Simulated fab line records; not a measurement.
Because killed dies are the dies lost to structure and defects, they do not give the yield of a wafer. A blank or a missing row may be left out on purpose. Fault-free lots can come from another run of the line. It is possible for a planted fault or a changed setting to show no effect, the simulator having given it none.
The tool behind it: which one? || flow gf180mcu || Sampling: 24 lots, 72 wafers, 4 of 602 route steps

WHAT EACH GAUGE READ, for each wafer
GF_M3_CD_MEAS_14: the cd target is 280 nm.
{"lot": "L074", "measured": "day 21 03:08", "on": "cdSem-02", "cdNm (nm)": "278.6 279.7 279.6"}
{"lot": "L075", "measured": "day 21 18:22", "on": "cdSem-01", "cdNm (nm)": "279.9 279.1 279.9"}
{"lot": "L076", "measured": "day 22 03:59", "on": "cdSem-02", "cdNm (nm)": "280.6 279.2 279.9"}
{"lot": "L077", "measured": "day 22 07:23", "on": "cdSem-02", "cdNm (nm)": "279.1 279.2 279.8"}
{"lot": "L078", "measured": "day 22 16:15", "on": "cdSem-01", "cdNm (nm)": "283.3 282.5 282.9"}
{"lot": "L079", "measured": "day 22 23:47", "on": "cdSem-02", "cdNm (nm)": "280.2 278.7 280.0"}
{"lot": "L080", "measured": "day 23 16:56", "on": "cdSem-01", "cdNm (nm)": "282.3 282.0 281.9"}
{"lot": "L081", "measured": "day 23 21:46", "on": "cdSem-01", "cdNm (nm)": "278.1 277.8 277.4"}
{"lot": "L082", "measured": "day 24 05:47", "on": "cdSem-01", "cdNm (nm)": "281.4 281.7 282.5"}
{"lot": "L083", "measured": "day 24 09:51", "on": "cdSem-01", "cdNm (nm)": "280.1 279.8 278.5"}
{"lot": "L084", "measured": "day 25 01:23", "on": "cdSem-01", "cdNm (nm)": "280.2 279.0 280.2"}
{"lot": "L085", "measured": "day 25 03:36", "on": "cdSem-01", "cdNm (nm)": "280.6 280.1 280.8"}
{"lot": "L086", "measured": "day 25 22:05", "on": "cdSem-01", "cdNm (nm)": "280.3 281.5 280.1"}
{"lot": "L087", "measured": "day 26 07:29", "on": "cdSem-01", "cdNm (nm)": "280.7 280.9 281.3"}
{"lot": "L088", "measured": "day 26 10:52", "on": "cdSem-01", "cdNm (nm)": "279.9 280.2 279.2"}
{"lot": "L089", "measured": "day 26 15:26", "on": "cdSem-02", "cdNm (nm)": "280.4 282.0 281.6"}
{"lot": "L090", "measured": "day 26 21:56", "on": "cdSem-02", "cdNm (nm)": "280.5 281.0 280.5"}
{"lot": "L091", "measured": "day 27 07:11", "on": "cdSem-02", "cdNm (nm)": "282.1 280.5 281.2"}
{"lot": "L092", "measured": "day 27 14:54", "on": "cdSem-02", "cdNm (nm)": "280.3 281.4 279.9"}
{"lot": "L093", "measured": "day 27 21:12", "on": "cdSem-02", "cdNm (nm)": "279.8 280.0 279.8"}
{"lot": "L094", "measured": "day 28 01:14", "on": "cdSem-01", "cdNm (nm)": "279.9 279.1 279.8"}
{"lot": "L095", "measured": "day 28 10:23", "on": "cdSem-02", "cdNm (nm)": "281.5 280.0 279.1"}
{"lot": "L096", "measured": "day 28 16:51", "on": "cdSem-01", "cdNm (nm)": "281.6 281.3 280.7"}
{"lot": "L097", "measured": "day 28 23:00", "on": "cdSem-02", "cdNm (nm)": "280.6 280.6 280.8"}

WHAT TOOL EACH LOT RAN ON (gives the tool, then ch and the chambers of the sampled wafers, and finally the start)
{"lot": "L074", "GF_V1_ETCH_17": "rieDiel-02 ch 2,3, day 19 00:02 or earlier", "GF_V2_CMP_04": "cmp-02 ch 0,1,2, day 19 00:02", "GF_V2_ETCH_16": "rieDiel-03 ch 0,1,2, day 20 01:31"}
{"lot": "L075", "GF_V1_ETCH_17": "rieDiel-03 ch 0,3, day 19 16:26 or earlier", "GF_V2_CMP_04": "cmp-01 ch 0,1, day 19 16:26", "GF_V2_ETCH_16": "rieDiel-01 ch 1,2,3, day 20 16:21"}
{"lot": "L076", "GF_V1_ETCH_17": "rieDiel-03 ch 1,2, day 20 02:10 or earlier", "GF_V2_CMP_04": "cmp-01 ch 0,2,3, day 20 02:10", "GF_V2_ETCH_16": "rieDiel-03 ch 0,2,3, day 21 02:51"}
{"lot": "L077", "GF_V1_ETCH_17": "rieDiel-02 ch 0,1,2, day 20 05:15 or earlier", "GF_V2_CMP_04": "cmp-01 ch 0,1,3, day 20 05:15", "GF_V2_ETCH_16": "rieDiel-01 ch 1,2,3, day 21 06:35"}
{"lot": "L078", "GF_V1_ETCH_17": "rieDiel-03 ch 2,3, day 20 16:00 or earlier", "GF_V2_CMP_04": "cmp-02 ch 0,2, day 20 16:00", "GF_V2_ETCH_16": "rieDiel-03 ch 1,3, day 21 15:56"}
{"lot": "L079", "GF_V1_ETCH_17": "rieDiel-01 ch 0,3, day 20 23:21 or earlier", "GF_V2_CMP_04": "cmp-02 ch 1,2,3, day 20 23:21", "GF_V2_ETCH_16": "rieDiel-01 ch 0,1,2, day 21 23:12"}
{"lot": "L080", "GF_V1_ETCH_17": "rieDiel-03 ch 2,3, day 21 14:39 or earlier", "GF_V2_CMP_04": "cmp-01 ch 0,2, day 21 14:39", "GF_V2_ETCH_16": "rieDiel-01 ch 0,2,3, day 22 14:33"}
{"lot": "L081", "GF_V1_ETCH_17": "rieDiel-01 ch 1,3, day 21 21:41 or earlier", "GF_V2_CMP_04": "cmp-01 ch 0,1,3, day 21 21:41", "GF_V2_ETCH_16": "rieDiel-01 ch 0,1, day 22 21:18"}
{"lot": "L082", "GF_V1_ETCH_17": "rieDiel-02 ch 1,3, day 22 06:00 or earlier", "GF_V2_CMP_04": "cmp-01 ch 0,1,2, day 22 06:00", "GF_V2_ETCH_16": "rieDiel-03 ch 0,1,2, day 23 05:48"}
{"lot": "L083", "GF_V1_ETCH_17": "rieDiel-03 ch 0,1,3, day 22 11:04 or earlier", "GF_V2_CMP_04": "cmp-02 ch 0,1,3, day 22 11:04", "GF_V2_ETCH_16": "rieDiel-04 ch 1,2,3, day 23 10:33"}
{"lot": "L084", "GF_V1_ETCH_17": "rieDiel-01 ch 1,2,3, day 23 02:42 or earlier", "GF_V2_CMP_04": "cmp-02 ch 0,1,2, day 23 02:42", "GF_V2_ETCH_16": "rieDiel-03 ch 0,3, day 24 01:29"}
{"lot": "L085", "GF_V1_ETCH_17": "rieDiel-02 ch 1,2,3, day 23 04:38 or earlier", "GF_V2_CMP_04": "cmp-01 ch 0,1,3, day 23 04:38", "GF_V2_ETCH_16": "rieDiel-01 ch 1, day 24 03:45"}
{"lot": "L086", "GF_V1_ETCH_17": "rieDiel-02 ch 1,2, day 23 23:35 or earlier", "GF_V2_CMP_04": "cmp-01 ch 2,3, day 23 23:35", "GF_V2_ETCH_16": "rieDiel-03 ch 2,3, day 24 22:39"}
{"lot": "L087", "GF_V1_ETCH_17": "rieDiel-01 ch 0,2,3, day 24 10:36 or earlier", "GF_V2_CMP_04": "cmp-01 ch 1,2, day 24 10:36", "GF_V2_ETCH_16": "rieDiel-03 ch 0,3, day 25 08:38"}
{"lot": "L088", "GF_V1_ETCH_17": "rieDiel-02 ch 0,3, day 24 13:02 or earlier", "GF_V2_CMP_04": "cmp-01 ch 0,2,3, day 24 13:02", "GF_V2_ETCH_16": "rieDiel-03 ch 0,1,2, day 25 11:59"}
{"lot": "L089", "GF_V1_ETCH_17": "rieDiel-03 ch 0,1, day 24 18:59 or earlier", "GF_V2_CMP_04": "cmp-01 ch 0,1,3, day 24 18:59", "GF_V2_ETCH_16": "rieDiel-03 ch 1,2,3, day 25 16:54"}
{"lot": "L090", "GF_V1_ETCH_17": "rieDiel-01 ch 1,3, day 25 02:13 or earlier", "GF_V2_CMP_04": "cmp-01 ch 2,3, day 25 02:13", "GF_V2_ETCH_16": "rieDiel-03 ch 1,2, day 25 23:29"}
{"lot": "L091", "GF_V1_ETCH_17": "rieDiel-01 ch 0,1, day 25 12:20 or earlier", "GF_V2_CMP_04": "cmp-01 ch 0,2,3, day 25 12:20", "GF_V2_ETCH_16": "rieDiel-03 ch 2,3, day 26 09:33"}
{"lot": "L092", "GF_V1_ETCH_17": "rieDiel-03 ch 1,2,3, day 25 19:49 or earlier", "GF_V2_CMP_04": "cmp-01 ch 0,1,3, day 25 19:49", "GF_V2_ETCH_16": "rieDiel-03 ch 0,1,2, day 26 16:54"}
{"lot": "L093", "GF_V1_ETCH_17": "rieDiel-01 ch 2,3, day 26 02:08 or earlier", "GF_V2_CMP_04": "cmp-02 ch 0,1,3, day 26 02:08", "GF_V2_ETCH_16": "rieDiel-01 ch 0,1,2, day 26 23:32"}
{"lot": "L094", "GF_V1_ETCH_17": "rieDiel-01 ch 1,2,3, day 26 06:12 or earlier", "GF_V2_CMP_04": "cmp-02 ch 0,2,3, day 26 06:12", "GF_V2_ETCH_16": "rieDiel-01 ch 0,1,2, day 27 03:32"}
{"lot": "L095", "GF_V1_ETCH_17": "rieDiel-02 ch 1,2,3, day 26 16:26 or earlier", "GF_V2_CMP_04": "cmp-01 ch 2,3, day 26 16:26", "GF_V2_ETCH_16": "rieDiel-03 ch 1,2,3, day 27 13:06"}
{"lot": "L096", "GF_V1_ETCH_17": "rieDiel-02 ch 0,1, day 26 23:26 or earlier", "GF_V2_CMP_04": "cmp-02 ch 1,2,3, day 26 23:26", "GF_V2_ETCH_16": "rieDiel-03 ch 1,2,3, day 27 20:15"}
{"lot": "L097", "GF_V1_ETCH_17": "rieDiel-03 ch 0,3, day 27 06:01 or earlier", "GF_V2_CMP_04": "cmp-01 ch 0,1,2, day 27 06:01", "GF_V2_ETCH_16": "rieDiel-01 ch 1,3, day 28 02:20"}
- GF_V1_ETCH_17: etches SiO2 in C4F8/O2/Ar, stops on TiN, target depth 630 nm.
- GF_V2_CMP_04: polishes SiO2.
- GF_V2_ETCH_16: etches BARC in N2/H2.

AS READ BY THE TOOLS THEMSELVES (means over the sampled wafers that have a number; for cases with no such wafer, the mark the record gives instead)
GF_V1_ETCH_17.
{"lot": "L074", "tool": "rieDiel-02", "chamberPressureMTorr (mTorr)": 39.99, "oesProductAu (a.u.)": 0.855, "rfFwdPowerW (W)": 1494}
{"lot": "L075", "tool": "rieDiel-03", "chamberPressureMTorr (mTorr)": 40.02, "oesProductAu (a.u.)": 0.855, "rfFwdPowerW (W)": 1488}
{"lot": "L076", "tool": "rieDiel-03", "chamberPressureMTorr (mTorr)": 39.99, "oesProductAu (a.u.)": 0.855, "rfFwdPowerW (W)": 1495}
{"lot": "L077", "tool": "rieDiel-02", "chamberPressureMTorr (mTorr)": 40.03, "oesProductAu (a.u.)": 0.857, "rfFwdPowerW (W)": 1495}
{"lot": "L078", "tool": "rieDiel-03", "chamberPressureMTorr (mTorr)": 40.00, "oesProductAu (a.u.)": 0.853, "rfFwdPowerW (W)": 1488}
{"lot": "L079", "tool": "rieDiel-01", "chamberPressureMTorr (mTorr)": 40.01, "oesProductAu (a.u.)": 0.861, "rfFwdPowerW (W)": 1493}
{"lot": "L080", "tool": "rieDiel-03", "chamberPressureMTorr (mTorr)": 40.02, "oesProductAu (a.u.)": 0.857, "rfFwdPowerW (W)": 1485}
{"lot": "L081", "tool": "rieDiel-01", "chamberPressureMTorr (mTorr)": 40.01, "oesProductAu (a.u.)": 0.856, "rfFwdPowerW (W)": 1489}
{"lot": "L082", "tool": "rieDiel-02", "chamberPressureMTorr (mTorr)": 39.99, "oesProductAu (a.u.)": 0.856, "rfFwdPowerW (W)": 1494}
{"lot": "L083", "tool": "rieDiel-03", "chamberPressureMTorr (mTorr)": 39.99, "oesProductAu (a.u.)": 0.851, "rfFwdPowerW (W)": 1494}
{"lot": "L084", "tool": "rieDiel-01", "chamberPressureMTorr (mTorr)": 40.00, "oesProductAu (a.u.)": 0.857, "rfFwdPowerW (W)": 1492}
{"lot": "L085", "tool": "rieDiel-02", "chamberPressureMTorr (mTorr)": 40.00, "oesProductAu (a.u.)": 0.854, "rfFwdPowerW (W)": 1495}
{"lot": "L086", "tool": "rieDiel-02", "chamberPressureMTorr (mTorr)": 40.02, "oesProductAu (a.u.)": 0.860, "rfFwdPowerW (W)": 1486}
{"lot": "L087", "tool": "rieDiel-01", "chamberPressureMTorr (mTorr)": 39.95, "oesProductAu (a.u.)": 0.854, "rfFwdPowerW (W)": 1490}
{"lot": "L088", "tool": "rieDiel-02", "chamberPressureMTorr (mTorr)": 39.99, "oesProductAu (a.u.)": 0.856, "rfFwdPowerW (W)": 1491}
{"lot": "L089", "tool": "rieDiel-03", "chamberPressureMTorr (mTorr)": 40.00, "oesProductAu (a.u.)": 0.858, "rfFwdPowerW (W)": 1496}
{"lot": "L090", "tool": "rieDiel-01", "chamberPressureMTorr (mTorr)": 40.00, "oesProductAu (a.u.)": 0.858, "rfFwdPowerW (W)": 1496}
{"lot": "L091", "tool": "rieDiel-01", "chamberPressureMTorr (mTorr)": 39.98, "oesProductAu (a.u.)": 0.857, "rfFwdPowerW (W)": 1491}
{"lot": "L092", "tool": "rieDiel-03", "chamberPressureMTorr (mTorr)": 40.01, "oesProductAu (a.u.)": 0.859, "rfFwdPowerW (W)": 1488}
{"lot": "L093", "tool": "rieDiel-01", "chamberPressureMTorr (mTorr)": 40.00, "oesProductAu (a.u.)": 0.858, "rfFwdPowerW (W)": 1493}
{"lot": "L094", "tool": "rieDiel-01", "chamberPressureMTorr (mTorr)": 40.03, "oesProductAu (a.u.)": 0.864, "rfFwdPowerW (W)": 1496}
{"lot": "L095", "tool": "rieDiel-02", "chamberPressureMTorr (mTorr)": 40.02, "oesProductAu (a.u.)": 0.851, "rfFwdPowerW (W)": 1490}
{"lot": "L096", "tool": "rieDiel-02", "chamberPressureMTorr (mTorr)": 39.98, "oesProductAu (a.u.)": 0.850, "rfFwdPowerW (W)": 1493}
{"lot": "L097", "tool": "rieDiel-03", "chamberPressureMTorr (mTorr)": 39.96, "oesProductAu (a.u.)": 0.855, "rfFwdPowerW (W)": 1494}

GF_V2_CMP_04.
{"lot": "L074", "tool": "cmp-02", "motorCurrentA (A)": 13.0, "retainingRingPressureFrac": 0.994, "timeToEndpointS (s)": 79}
{"lot": "L075", "tool": "cmp-01", "motorCurrentA (A)": 12.0, "retainingRingPressureFrac": 1.003, "timeToEndpointS (s)": 87}
{"lot": "L076", "tool": "cmp-01", "motorCurrentA (A)": 12.5, "retainingRingPressureFrac": 1.003, "timeToEndpointS (s)": 84}
{"lot": "L077", "tool": "cmp-01", "motorCurrentA (A)": 12.8, "retainingRingPressureFrac": 0.999, "timeToEndpointS (s)": 83}
{"lot": "L078", "tool": "cmp-02", "motorCurrentA (A)": 13.2, "retainingRingPressureFrac": 0.998, "timeToEndpointS (s)": 79}
{"lot": "L079", "tool": "cmp-02", "motorCurrentA (A)": 13.2, "retainingRingPressureFrac": 0.997, "timeToEndpointS (s)": 84}
{"lot": "L080", "tool": "cmp-01", "motorCurrentA (A)": 11.7, "retainingRingPressureFrac": 1.005, "timeToEndpointS (s)": 84}
{"lot": "L081", "tool": "cmp-01", "motorCurrentA (A)": 12.4, "retainingRingPressureFrac": 1.000, "timeToEndpointS (s)": 80}
{"lot": "L082", "tool": "cmp-01", "motorCurrentA (A)": 11.8, "retainingRingPressureFrac": 0.995, "timeToEndpointS (s)": 81}
{"lot": "L083", "tool": "cmp-02", "motorCurrentA (A)": 13.2, "retainingRingPressureFrac": 1.001, "timeToEndpointS (s)": 79}
{"lot": "L084", "tool": "cmp-02", "motorCurrentA (A)": 13.2, "retainingRingPressureFrac": 0.998, "timeToEndpointS (s)": 85}
{"lot": "L085", "tool": "cmp-01", "motorCurrentA (A)": 12.8, "retainingRingPressureFrac": 1.004, "timeToEndpointS (s)": 83}
{"lot": "L086", "tool": "cmp-01", "motorCurrentA (A)": 13.0, "retainingRingPressureFrac": 1.002, "timeToEndpointS (s)": 78}
{"lot": "L087", "tool": "cmp-01", "motorCurrentA (A)": 11.9, "retainingRingPressureFrac": 1.004, "timeToEndpointS (s)": 82}
{"lot": "L088", "tool": "cmp-01", "motorCurrentA (A)": 13.0, "retainingRingPressureFrac": 1.002, "timeToEndpointS (s)": 81}
{"lot": "L089", "tool": "cmp-01", "motorCurrentA (A)": 12.5, "retainingRingPressureFrac": 0.999, "timeToEndpointS (s)": 74}
{"lot": "L090", "tool": "cmp-01", "motorCurrentA (A)": 12.7, "retainingRingPressureFrac": 0.999, "timeToEndpointS (s)": 80}
{"lot": "L091", "tool": "cmp-01", "motorCurrentA (A)": 12.7, "retainingRingPressureFrac": 1.000, "timeToEndpointS (s)": 80}
{"lot": "L092", "tool": "cmp-01", "motorCurrentA (A)": 12.4, "retainingRingPressureFrac": 0.997, "timeToEndpointS (s)": 83}
{"lot": "L093", "tool": "cmp-02", "motorCurrentA (A)": 13.5, "retainingRingPressureFrac": 1.003, "timeToEndpointS (s)": 88}
{"lot": "L094", "tool": "cmp-02", "motorCurrentA (A)": 13.3, "retainingRingPressureFrac": 0.996, "timeToEndpointS (s)": 80}
{"lot": "L095", "tool": "cmp-01", "motorCurrentA (A)": 12.3, "retainingRingPressureFrac": 1.003, "timeToEndpointS (s)": 83}
{"lot": "L096", "tool": "cmp-02", "motorCurrentA (A)": 13.3, "retainingRingPressureFrac": 1.000, "timeToEndpointS (s)": 78}
{"lot": "L097", "tool": "cmp-01", "motorCurrentA (A)": 11.9, "retainingRingPressureFrac": 1.005, "timeToEndpointS (s)": 85}

GF_V2_ETCH_16.
{"lot": "L074", "tool": "rieDiel-03", "chamberPressureMTorr (mTorr)": 30.00, "drypumpMotorCurrentA (A)": 5.5, "oesProductAu (a.u.)": 0.854, "rfFwdPowerW (W)": 496.1, "throttleValvePct (%)": 13.234}
{"lot": "L075", "tool": "rieDiel-01", "chamberPressureMTorr (mTorr)": 30.02, "drypumpMotorCurrentA (A)": 5.7, "oesProductAu (a.u.)": 0.853, "rfFwdPowerW (W)": 495.6, "throttleValvePct (%)": 13.231}
{"lot": "L076", "tool": "rieDiel-03", "chamberPressureMTorr (mTorr)": 30.00, "drypumpMotorCurrentA (A)": 5.7, "oesProductAu (a.u.)": 0.858, "rfFwdPowerW (W)": 494.0, "throttleValvePct (%)": 13.227}
{"lot": "L077", "tool": "rieDiel-01", "chamberPressureMTorr (mTorr)": 30.00, "drypumpMotorCurrentA (A)": 5.7, "oesProductAu (a.u.)": 0.852, "rfFwdPowerW (W)": 495.8, "throttleValvePct (%)": 13.227}
{"lot": "L078", "tool": "rieDiel-03", "chamberPressureMTorr (mTorr)": 29.98, "drypumpMotorCurrentA (A)": 6.1, "oesProductAu (a.u.)": 0.851, "rfFwdPowerW (W)": 494.8, "throttleValvePct (%)": 13.233}
{"lot": "L079", "tool": "rieDiel-01", "chamberPressureMTorr (mTorr)": 30.02, "drypumpMotorCurrentA (A)": 5.4, "oesProductAu (a.u.)": 0.849, "rfFwdPowerW (W)": 496.4, "throttleValvePct (%)": 13.232}
{"lot": "L080", "tool": "rieDiel-01", "chamberPressureMTorr (mTorr)": 30.04, "drypumpMotorCurrentA (A)": 5.5, "oesProductAu (a.u.)": 0.857, "rfFwdPowerW (W)": 495.8, "throttleValvePct (%)": 13.226}
{"lot": "L081", "tool": "rieDiel-01", "chamberPressureMTorr (mTorr)": 29.94, "drypumpMotorCurrentA (A)": 5.2, "oesProductAu (a.u.)": 0.856, "rfFwdPowerW (W)": 496.2, "throttleValvePct (%)": 13.220}
{"lot": "L082", "tool": "rieDiel-03", "chamberPressureMTorr (mTorr)": 30.02, "drypumpMotorCurrentA (A)": 5.5, "oesProductAu (a.u.)": 0.854, "rfFwdPowerW (W)": 494.7, "throttleValvePct (%)": 13.230}
{"lot": "L083", "tool": "rieDiel-04", "chamberPressureMTorr (mTorr)": 30.04, "drypumpMotorCurrentA (A)": 5.8, "oesProductAu (a.u.)": 0.859, "rfFwdPowerW (W)": 495.3, "throttleValvePct (%)": 13.225}
{"lot": "L084", "tool": "rieDiel-03", "chamberPressureMTorr (mTorr)": 29.98, "drypumpMotorCurrentA (A)": 6.2, "oesProductAu (a.u.)": 0.855, "rfFwdPowerW (W)": 494.3, "throttleValvePct (%)": 13.219}
{"lot": "L085", "tool": "rieDiel-01", "chamberPressureMTorr (mTorr)": 30.02, "drypumpMotorCurrentA (A)": 5.6, "oesProductAu (a.u.)": 0.855, "rfFwdPowerW (W)": 495.7, "throttleValvePct (%)": 13.227}
{"lot": "L086", "tool": "rieDiel-03", "chamberPressureMTorr (mTorr)": 29.99, "drypumpMotorCurrentA (A)": 5.9, "oesProductAu (a.u.)": 0.855, "rfFwdPowerW (W)": 493.7, "throttleValvePct (%)": 13.230}
{"lot": "L087", "tool": "rieDiel-03", "chamberPressureMTorr (mTorr)": 29.99, "drypumpMotorCurrentA (A)": 5.9, "oesProductAu (a.u.)": 0.854, "rfFwdPowerW (W)": 494.6, "throttleValvePct (%)": 13.232}
{"lot": "L088", "tool": "rieDiel-03", "chamberPressureMTorr (mTorr)": 29.99, "drypumpMotorCurrentA (A)": 5.6, "oesProductAu (a.u.)": 0.852, "rfFwdPowerW (W)": 495.8, "throttleValvePct (%)": 13.229}
{"lot": "L089", "tool": "rieDiel-03", "chamberPressureMTorr (mTorr)": 30.01, "drypumpMotorCurrentA (A)": 5.8, "oesProductAu (a.u.)": 0.853, "rfFwdPowerW (W)": 494.6, "throttleValvePct (%)": 13.215}
{"lot": "L090", "tool": "rieDiel-03", "chamberPressureMTorr (mTorr)": 30.01, "drypumpMotorCurrentA (A)": 5.6, "oesProductAu (a.u.)": 0.855, "rfFwdPowerW (W)": 495.4, "throttleValvePct (%)": 13.231}
{"lot": "L091", "tool": "rieDiel-03", "chamberPressureMTorr (mTorr)": 30.07, "drypumpMotorCurrentA (A)": 5.4, "oesProductAu (a.u.)": 0.852, "rfFwdPowerW (W)": 493.6, "throttleValvePct (%)": 13.228}
{"lot": "L092", "tool": "rieDiel-03", "chamberPressureMTorr (mTorr)": 30.01, "drypumpMotorCurrentA (A)": 5.5, "oesProductAu (a.u.)": 0.852, "rfFwdPowerW (W)": 495.0, "throttleValvePct (%)": 13.229}
{"lot": "L093", "tool": "rieDiel-01", "chamberPressureMTorr (mTorr)": 30.00, "drypumpMotorCurrentA (A)": 5.4, "oesProductAu (a.u.)": 0.853, "rfFwdPowerW (W)": 495.4, "throttleValvePct (%)": 13.229}
{"lot": "L094", "tool": "rieDiel-01", "chamberPressureMTorr (mTorr)": 30.01, "drypumpMotorCurrentA (A)": 5.4, "oesProductAu (a.u.)": 0.852, "rfFwdPowerW (W)": 495.3, "throttleValvePct (%)": 13.222}
{"lot": "L095", "tool": "rieDiel-03", "chamberPressureMTorr (mTorr)": 30.00, "drypumpMotorCurrentA (A)": 5.7, "oesProductAu (a.u.)": 0.856, "rfFwdPowerW (W)": 494.4, "throttleValvePct (%)": 13.230}
{"lot": "L096", "tool": "rieDiel-03", "chamberPressureMTorr (mTorr)": 30.00, "drypumpMotorCurrentA (A)": 5.8, "oesProductAu (a.u.)": 0.855, "rfFwdPowerW (W)": 494.8, "throttleValvePct (%)": 13.220}
{"lot": "L097", "tool": "rieDiel-01", "chamberPressureMTorr (mTorr)": 30.01, "drypumpMotorCurrentA (A)": 5.7, "oesProductAu (a.u.)": 0.852, "rfFwdPowerW (W)": 496.3, "throttleValvePct (%)": 13.220}

THE ANSWER, worked out from the rows above alone
Rule: usual is defined by the lots themselves. Put in order of their means at a reading, lots are off if they are a third of the lots or fewer, leave a main group of 4 or more, and stand apart from it by a gap of 3 or more times the standard deviation of the main group's means; of several such gaps the widest counts. The tables above print the reading to a certain number of digits; a main group whose means all agree to those digits is not used. Also off: a lot with no number at a reading for which 4 or more lots have one. Any other lot the step has rows for is counted as sound. First the gauges in route order, then the tools' own readings, where a lot's mean is used as printed above. The first step at which some lot is off is used, and at that step the reading that is off furthest; a lot without a number counts as furthest.
None of the lots is off at any reading shown; this tells nothing.

WHAT THE SIMULATOR PUT IN
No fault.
